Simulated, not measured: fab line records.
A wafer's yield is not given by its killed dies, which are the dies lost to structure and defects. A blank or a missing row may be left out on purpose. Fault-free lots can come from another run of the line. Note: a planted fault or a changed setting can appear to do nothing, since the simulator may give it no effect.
Comparing a struck lot with a sound one || flow sky130 || 14 steps out of a route of 708
Sound: wafers L538.1, L538.2, L538.5. Struck: wafer L554.2 (left out: L554.4, a lot-mate that was not struck); the cause follows at the end.
At each step with rows: each side's tool, then ch and its chambers, then its first start. Under that, the readings that differ: sound wafers || struck wafers || difference of the means || sigmas: that difference in standard deviations of wafers without a fault.
alike: readings with means less than 2 such deviations apart, plus words and numbers identical on both sides. not compared: withheld readings, readings lacking a value on some wafer, bounds such as >300 that could conceal the same value, and numbers that have no deviation in the record and whose values overlap.
Wherever a step has rows on one side only, a row that says differs or no value, or a row with sigmas, the two part there. Non-overlapping numbers with no deviation appear without sigmas and do not part them. A reading that every wafer of one side lacks parts them only if that side has two wafers or more.

SKY_VIA2_CMP_02: polishes SiO2.
  sound on cmp-02 ch 0,3, day 35 21:56; struck on cmp-02 ch 3, day 40 02:56
  alike: edge-zone-pressure-frac, motor-current-A
SKY_VIA2_BOW_MEAS_03:
  sound on film-metro-02, day 35 22:14; struck on film-metro-01, day 40 03:16
{"reading": "VIA2_BOW (um)", "sound": "96 93 99", "struck": 79, "difference": -17, "sigmas": -2}
then, 8 steps without rows for these wafers: SKY_VIA2_DEHYDRATE_04 (time 60 s); SKY_VIA2_HMDS_05 (prime time 60 s); SKY_VIA2_COAT_06 (resist thk 60 nm); SKY_VIA2_COAT_07 (resist thk 450 nm); SKY_VIA2_SOFTBAKE_08 (time 90 s); SKY_VIA2_EXPOSE_09 (exposes mask VIM2, target cd 200 nm); SKY_VIA2_PEB_10; SKY_VIA2_DEVELOP_11 (develop time 60 s).
SKY_VIA2_CD_MEAS_12: the cd target is 200 nm.
  sound on cd-sem-01, day 36 23:47; struck on cd-sem-02, day 41 02:49
  alike: cd-nm
SKY_VIA2_OVL_MEAS_13:
  sound on overlay-01, day 36 23:54; struck on overlay-02, day 41 02:55
  alike: VIA2_OVL
SKY_VIA2_ETCH_14: etches BARC in N2/H2, stops on SiO2, time 45.9 s, target depth 60 nm.
  sound on rie-diel-04 ch 0,3, day 36 23:56; struck on rie-diel-04 ch 3, day 41 02:57
{"reading": "oes-product-au (a.u.)", "sound": "0.854 0.854 0.855", "struck": 0.926, "difference": "+0.072", "sigmas": "+17"}
{"reading": "run-length-s (s)", "sound": "74.1 74.6 74.1", "struck": 70.8, "difference": -3.5, "sigmas": -11}
{"reading": "model.KrF-thick_of_VIA2_COAT_07.thk-nm (nm)", "sound": "391.9 393.4 392.6", "struck": 395.7, "difference": "+3.1", "sigmas": ""}
  alike: drypump-motor-current-A, throttle-valve-pct
  not compared: rf-hours-counter-h
SKY_VIA2_ETCH_15: etches SiO2 in C4F8/O2/Ar, stops on TiN, target depth 546 nm, time 84 s.
  sound on rie-diel-04 ch 0,3, day 36 23:59; struck on rie-diel-04 ch 3, day 41 02:59
  alike: oes-product-au, run-length-s
  not compared: rf-hours-counter-h

WHERE THEY PART
At SKY_VIA2_BOW_MEAS_03 first; at SKY_VIA2_ETCH_14 last (within this record only). Later steps at which nothing parts them and some readings are alike: SKY_VIA2_ETCH_15.

WHY: what had been put in by the simulator
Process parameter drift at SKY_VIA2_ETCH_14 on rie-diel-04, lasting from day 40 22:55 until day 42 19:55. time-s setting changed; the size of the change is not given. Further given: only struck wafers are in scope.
